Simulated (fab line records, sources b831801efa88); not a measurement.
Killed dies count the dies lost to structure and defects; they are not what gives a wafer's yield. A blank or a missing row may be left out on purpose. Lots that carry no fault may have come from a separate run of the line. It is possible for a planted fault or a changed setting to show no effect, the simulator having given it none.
fab line records | flow sky130
record lots=11 wafers=33 lastDay=50
route steps=708 shown LDD_N@247 POLY_CUT@317 RES_XHIGH@341
lots with no fault: from the same line, run without faults
startH: hours from the record's first day to the start of the lot's first wafer shown | waitH: hours from the lot's prior step to this one | " unchanged from the row above | L1.1+2: one row covering several wafers at once | - no value, or no start was given | * or withheld: withheld | < > ~ a bound
route shown NAME@n: a module of which the file shows steps, and the number in the route of the first | usual: mean/standard deviation taken from wafers without a fault | same: alike in all rows | chamber/n: place in a boat | sites: readings site by site | _std_site: the values' standard deviation | _edge_site: outer sites' mean less inner sites' | radiusMm: how far each site lies from the wafer's centre | mask NAME#n: copy n | behind: the last tool/chamber to shape the wafer | hold: reason for holding the lot/hours on hold/outcome of the hold | device: the transistor (n, p or np) that didn't switch | end of line: the route-end tests of the same wafers | a step without rows: its recipe alone | killed: dies that structure and defects cost at the first sort, which is not the same as the wafer's yield | map: a wafer's dies, x killed, . not, _ none there
set.NAME: the run value of the setting; set.NAME@STEP: its run value at that earlier step | model.NAME: the simulator's own value behind a step, which no gauge read
one table for each step of the route and one row for each wafer, over a sample of lots
services: a tool's chamber out of use, with start hour (startH, from the record's first day; less than 0 if before it), hours out, and reason
## steps
# step SKY_LDD_N_IMPLANT_10
# recipe species=As energyKev=20 doseCm2=7.5e+13 tiltDeg=withheld rotationDeg=203
# columns lot.wafer tool chamber startH waitH
L818.2+3+4 implanter-04 0 395.81 0.1
L819.3+5+6 implanter-02 0 408.73 0.1
L820.1+2+3 implanter-04 0 419.83 0.1
L821.1+3+6 implanter-01 0 424.18 0.1
L824.1+3+5 implanter-01 0 458.63 0.1
L824.1+3+5 implanter-01 0 458.95 0.3
L826.1+4+5 implanter-02 0 501.17 0.1
L830.1+3+4 implanter-02 0 516.87 0.1
L830.1+3+4 implanter-02 0 517.19 0.3
L836.4+5+6 implanter-01 0 566.46 0.1
L838.3+4+5 implanter-04 0 583.92 0.1
L840.1+3+4 implanter-04 0 593.40 0.1
L841.1+3+4 implanter-02 0 597.18 0.1
# step SKY_LDD_N_STRIP_16
# recipe chemistry=O2/N2 powerW=1400 pressureMtorr=1500 platenTempC=withheld o2FlowSccm=3000 n2FlowSccm=300 overashFraction=0.5
# usual drypumpMotorCurrentA=5.6/0.4 oesProductAu=0.407/0.0044 stripTimeToEndpointS=4.322/0.015
# columns lot.wafer tool chamber startH waitH drypumpMotorCurrentA oesProductAu rfHoursCounterH stripTimeToEndpointS
L818.2 plasmaAsher-04 0 396.68 0.1 6.3 0.406 73 4.337
L818.3 " 0 " " 6.3 0.409 - 4.296
L818.4 " 1 " " 5.0 0.410 - 4.335
L819.3 plasmaAsher-02 0 409.62 0.1 5.6 0.402 - 4.333
L819.5 " 1 " " 5.4 0.408 - 4.310
L819.6 " 0 " " 5.6 0.401 - 4.302
L820.1 plasmaAsher-01 0 420.73 0.1 5.4 0.405 28 4.335
L820.2 " 1 " " 5.7 0.408 28 4.338
L820.3 " 1 " " 5.7 0.407 - 4.326
L821.1 plasmaAsher-01 1 425.08 0.1 5.7 0.399 29 4.295
L821.3 " 1 " " 5.7 0.406 - 4.332
L821.6 " 1 " " 5.7 0.404 - 4.319
L824.1 plasmaAsher-02 1 459.85 0.1 5.4 0.412 3 4.519
L824.3 " 0 " " 5.7 0.408 - 4.526
L824.5 " 0 " " 5.7 0.410 - 4.529
L826.1 plasmaAsher-04 1 502.07 0.1 5.0 0.402 83 4.322
L826.4 " 1 " " 5.0 0.408 - 4.334
L826.5 " 1 " " 5.0 0.412 - 4.325
L830.1 plasmaAsher-02 0 518.09 0.1 5.7 0.406 10 4.518
L830.3 " 1 " " 5.4 0.417 - 4.544
L830.4 " 0 " " 5.7 0.408 - 4.534
L836.4 plasmaAsher-01 1 567.32 0.1 5.7 0.403 - 4.338
L836.5 " 1 " " 5.7 0.409 - 4.335
L836.6 " 0 " " 5.4 0.407 - 4.329
L838.3 plasmaAsher-02 1 584.80 0.1 5.4 0.405 - 4.311
L838.4 " 0 " " 5.7 0.408 - 4.329
L838.5 " 0 " " 5.7 0.420 - 4.305
L840.1 plasmaAsher-02 1 594.30 0.1 5.4 0.404 17 4.348
L840.3 " 0 " " 5.7 0.406 - 4.348
L840.4 " 1 " " 5.4 0.412 - 4.338
L841.1 plasmaAsher-04 0 598.08 0.1 6.3 0.406 93 4.336
L841.3 " 1 " " 5.0 0.410 - 4.315
L841.4 " 0 " " 6.3 0.403 - 4.328
# step SKY_LDD_N_TW_MEAS_17
# usual LDD_N_TW=2587/22
# columns lot.wafer tool chamber startH waitH LDD_N_TW
L818.2 filmMetro-02 - 396.79 0.1 2577
L818.3 " - " " 2558
L818.4 " - " " 2574
L819.3 filmMetro-02 - 409.70 0.1 2543
L819.5 " - " " 2552
L819.6 " - " " 2551
L820.1 filmMetro-01 - 420.83 0.1 2596
L820.2 " - " " 2602
L820.3 " - " " 2604
L821.1 filmMetro-02 - 425.18 0.1 2566
L821.3 " - " " 2550
L821.6 " - " " 2567
L824.1 filmMetro-01 - 459.95 0.1 2679
L824.3 " - " " 2665
L824.5 " - " " 2685
L824.1 filmMetro-01 - 460.18 0.2 2684
L824.3 " - " " 2679
L824.5 " - " " 2691
L826.1 filmMetro-02 - 502.17 0.1 2576
L826.4 " - " " 2575
L826.5 " - " " 2573
L830.1 filmMetro-02 - 518.19 0.1 2661
L830.3 " - " " 2678
L830.4 " - " " 2680
L830.1 filmMetro-02 - 518.43 0.2 2671
L830.3 " - " " 2680
L830.4 " - " " 2680
L836.4 filmMetro-01 - 567.41 0.1 2603
L836.5 " - " " 2595
L836.6 " - " " 2606
L838.3 filmMetro-03 - 584.89 0.1 2623
L838.4 " - " " 2604
L838.5 " - " " 2595
L840.1 filmMetro-01 - 594.40 0.1 2587
L840.3 " - " " 2596
L840.4 " - " " 2619
L841.1 filmMetro-01 - 598.18 0.1 2616
L841.3 " - " " 2605
L841.4 " - " " 2607
# step SKY_POLY_CUT_ETCH_10
# recipe chemistry=N2/H2 target=BARC ionEnergyEv=200 sourceW=500 biasW=100 pressureMtorr=30 n2FlowSccm=100 h2FlowSccm=200 stopOn=SiO2 timeS=45.9 targetDepthA=600
# usual drypumpMotorCurrentA=5.6/0.45 oesProductAu=0.856/0.0044 rfFwdPowerW=494.3/2.4 throttleValvePct=13.224/0.0096
# columns lot.wafer tool chamber startH waitH drypumpMotorCurrentA oesProductAu rfFwdPowerW rfHoursCounterH throttleValvePct
L818.2 rieDiel-01 0 549.96 0.0 5.6 0.853 495.1 7 13.219
L818.3 " 1 " " 5.6 0.850 494.6 10 13.218
L818.4 " 2 " " 5.6 0.863 496.0 13 13.222
L819.3 rieDiel-02 2 568.37 0.0 6.4 0.858 492.4 10 13.215
L819.5 " 0 " " 6.3 0.862 492.9 - 13.222
L819.6 " 1 " " 5.7 0.860 497.7 - 13.214
L820.1 rieDiel-02 3 575.76 0.0 5.5 0.857 494.4 5 13.227
L820.2 " 1 " " 5.7 0.854 497.9 72 13.215
L820.3 " 2 " " 6.4 0.854 494.5 10 13.218
L821.1 rieDiel-02 3 580.00 0.0 5.4 0.859 496.0 5 13.226
L821.3 " 2 " " 6.4 0.851 492.6 10 13.227
L821.6 " 2 " " 6.4 0.856 493.5 - 13.246
L824.1 rieDiel-02 0 613.46 0.0 6.4 0.859 492.0 0 13.204
L824.3 " 2 " " 6.4 0.852 491.9 11 13.227
L824.5 " 0 " " 6.4 0.845 491.2 - 13.225
L826.1 rieDiel-04 3 651.11 0.0 5.8 0.854 495.2 4 13.224
L826.4 " 1 " " 5.8 0.851 495.6 1 13.211
L826.5 " 3 " " 5.8 0.857 497.3 - 13.234
L830.1 rieDiel-01 3 668.65 0.0 5.3 0.858 497.0 4 13.220
L830.3 " 0 " " 5.6 0.853 494.3 10 13.213
L830.4 " 2 " " 5.6 0.851 498.8 16 13.223
L836.4 rieDiel-04 1 712.92 0.0 5.8 0.854 492.6 3 13.221
L836.5 " 1 " " 5.8 0.854 495.3 - 13.229
L836.6 " 2 " " 5.3 0.859 493.7 - 13.231
L838.3 rieDiel-02 1 729.85 0.0 5.7 0.860 494.9 2 13.213
L838.4 " 2 " " 6.4 0.850 493.8 13 13.240
L838.5 " 0 " " 6.3 0.853 489.8 - 13.225
L840.1 rieDiel-04 1 738.66 0.0 5.8 0.857 496.5 3 13.242
L840.3 " 3 " " 5.8 0.862 494.7 6 13.225
L840.4 " 1 " " 5.8 0.857 495.9 - 13.234
L841.1 rieDiel-04 0 741.02 0.0 4.7 0.853 489.7 6 13.232
L841.3 " 3 " " 5.8 0.859 497.4 6 13.226
L841.4 " 0 " " 4.6 0.860 491.0 - 13.197
# step SKY_RES_XHIGH_TW_MEAS_09
# usual RES_XHIGH_TW=1641/9.6
# columns lot.wafer tool chamber startH waitH RES_XHIGH_TW
L818.2 filmMetro-03 - 609.00 0.1 1655
L818.3 " - " " 1653
L818.4 " - " " 1653
L819.3 filmMetro-04 - 627.44 0.1 1646
L819.5 " - " " 1636
L819.6 " - " " 1637
L820.1 filmMetro-04 - 633.97 0.1 1629
L820.2 " - " " 1640
L820.3 " - " " 1633
L821.1 filmMetro-01 - 638.51 0.1 1634
L821.3 " - " " 1630
L821.6 " - " " 1645
L824.1 filmMetro-04 - 671.27 0.1 1642
L824.3 " - " " 1641
L824.5 " - " " 1630
L826.1 filmMetro-03 - 707.48 0.1 1635
L826.4 " - " " 1644
L826.5 " - " " 1649
L830.1 filmMetro-04 - 723.64 0.1 1629
L830.3 " - " " 1639
L830.4 " - " " 1638
L836.4 filmMetro-01 - 768.20 0.1 1639
L836.5 " - " " 1635
L836.6 " - " " 1644
L838.3 filmMetro-03 - 783.88 0.1 1667
L838.4 " - " " 1655
L838.5 " - " " 1653
L840.1 filmMetro-01 - 792.62 0.1 1636
L840.3 " - " " 1627
L840.4 " - " " 1629
L841.1 filmMetro-04 - 794.98 0.1 1640
L841.3 " - " " 1638
L841.4 " - " " 1632
# step SKY_SD_N_RS_MEAS_18
# recipe thkMeasGauge=four-point-probe
# usual RES_XHIGH_RS=333.2/1.3
# columns lot.wafer tool chamber startH waitH RES_XHIGH_RS[ohm/sq]
L818.2 filmMetro-04 - 639.05 0.1 331.1
L818.3 " - " " 331.0
L818.4 " - " " 333.0
L819.3 filmMetro-01 - 657.02 0.1 331.5
L819.5 " - " " 333.4
L819.6 " - " " 332.1
L820.1 filmMetro-04 - 663.49 0.1 335.6
L820.2 " - " " 334.0
L820.3 " - " " 335.2
L821.1 filmMetro-03 - 668.35 0.1 331.8
L821.3 " - " " 331.5
L821.6 " - " " 332.8
L824.1 filmMetro-03 - 699.50 0.1 334.6
L824.3 " - " " 334.2
L824.5 " - " " 335.7
L826.1 filmMetro-04 - 735.63 0.1 334.8
L826.4 " - " " 334.3
L826.5 " - " " 334.4
L830.1 filmMetro-04 - 751.05 0.1 335.4
L830.3 " - " " 335.4
L830.4 " - " " 334.8
L836.4 filmMetro-01 - 795.86 0.1 331.4
L836.5 " - " " 332.1
L836.6 " - " " 331.6
L838.3 filmMetro-03 - 811.32 0.1 333.0
L838.4 " - " " 333.6
L838.5 " - " " 332.8
L840.1 filmMetro-03 - 820.13 0.1 334.6
L840.3 " - " " 334.0
L840.4 " - " " 334.9
L841.1 filmMetro-03 - 822.43 0.1 335.2
L841.3 " - " " 334.6
L841.4 " - " " 334.2
## services
# columns tool chamber startH hours kind
rieDiel-04 0 384.64 1.9 repair
implanter-04 - 410.25 4.6 pm
plasmaAsher-02 - 421.25 9.0 pm
rieDiel-01 0 440.65 9.3 repair
plasmaAsher-02 - 446.54 0.3 repair
implanter-01 - 451.53 1.7 pm
rieDiel-01 1 476.10 37.0 repair
rieDiel-02 1 513.29 3.5 repair
rieDiel-04 2 518.23 6.8 repair
rieDiel-02 0 543.29 9.2 repair
rieDiel-02 0 570.18 9.9 repair
plasmaAsher-02 - 576.68 1.1 repair
implanter-02 - 591.92 1.8 repair
plasmaAsher-01 - 604.29 109.0 repair
rieDiel-04 - 612.68 14.6 pm
rieDiel-02 0 635.17 33.6 repair
implanter-02 - 644.03 4.1 pm
plasmaAsher-02 - 657.18 1.2 repair
implanter-02 - 663.81 2.6 repair
plasmaAsher-01 - 713.29 2.8 pm
plasmaAsher-04 - 717.74 28.1 pm
implanter-04 - 718.11 3.0 pm
implanter-01 - 730.21 2.8 repair
implanter-04 - 733.06 4.5 pm
## key
firstSign step=SKY_LDD_N_IMPLANT_10 reading=visit direction=added
effect step=SKY_LDD_N_STRIP_16 reading=stripTimeToEndpointS direction=up sigmas=14 usual=* struck=*
effect step=SKY_LDD_N_TW_MEAS_17 reading=visit direction=added
metAt SKY_LDD_N_IMPLANT_10
struckLots L824,L830
testerLeftOut L824,L830
notActingAt SKY_POLY_CUT_ETCH_10,SKY_RES_XHIGH_TW_MEAS_09,SKY_SD_N_RS_MEAS_18
fault kind=repeatedStepWhole tool=implanter-01,implanter-02,implanter-04 chamber=- onsetH=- steps=SKY_LDD_N_IMPLANT_10 times=1 scope=struckLotsOnly
# testerLeftOut: of these lots the tester's yield and bins aren't shown, on N5 and GAA mostly nor the transistor test; their killed dies are dies lost to structure and defects alone, not to doping, threshold or leakage, so they don't give the yield
